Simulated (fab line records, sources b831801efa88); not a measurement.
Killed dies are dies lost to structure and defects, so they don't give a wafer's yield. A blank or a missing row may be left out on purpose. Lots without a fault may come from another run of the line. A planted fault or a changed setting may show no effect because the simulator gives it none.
Which tool did it? | flow gf180mcu | 12 lots, 36 wafers sampled, at 1 step of a route of 602

WHAT THE GAUGES READ, wafer by wafer
GF_VT_IMPLANT_OVL_MEAS_18.
lot  | measured     | on         | VT_IMPLANT_01_OVL (nm)
L075 | day 6 09:57  | overlay-02 | -2.3 -2.2 -1.4
L077 | day 7 02:36  | overlay-02 | 1.4 -0.7 -0.7
L079 | day 7 13:53  | overlay-01 | -1.6 -2.5 -0.8
L081 | day 8 06:41  | overlay-01 | 0.0 -0.7 -1.5
L082 | day 8 14:26  | overlay-01 | -1.5 -1.2 -0.6
L085 | day 9 12:23  | overlay-01 | 0.0 0.2 1.9
L087 | day 9 20:29  | overlay-01 | -0.2 -0.6 -0.7
L089 | day 10 11:35 | overlay-01 | -1.4 -0.2 -2.5
L091 | day 10 18:32 | overlay-02 | -2.0 -2.1 -2.0
L093 | day 11 04:08 | overlay-01 | 1.3 0.6 -0.3
L095 | day 11 20:38 | overlay-01 | -1.2 -0.1 -0.2
L097 | day 12 09:23 | overlay-01 | 0.2 0.0 0.0

WHICH TOOL RAN EACH LOT (tool, then ch and the chambers of the sampled wafers, then the start)
The record holds no process step before these readings.

THE ANSWER, worked out from the rows above alone
Rule: what is usual is taken from the lots themselves. Put in order of their means at a reading, lots are off if they are a third of the lots or fewer, leave a main group of 4 or more, and stand apart from it by a gap of 3 or more times the standard deviation of the main group's means; of several such gaps the widest counts. A main group whose means are all the same, to the digits that the tables above print for the reading, isn't used. A lot without any number at a reading at which 4 lots or more have one is off too. The other lots that the step has rows for count as sound.
No lot is off at any reading shown: from this, nothing can be told.

WHAT THE SIMULATOR HAD PUT IN
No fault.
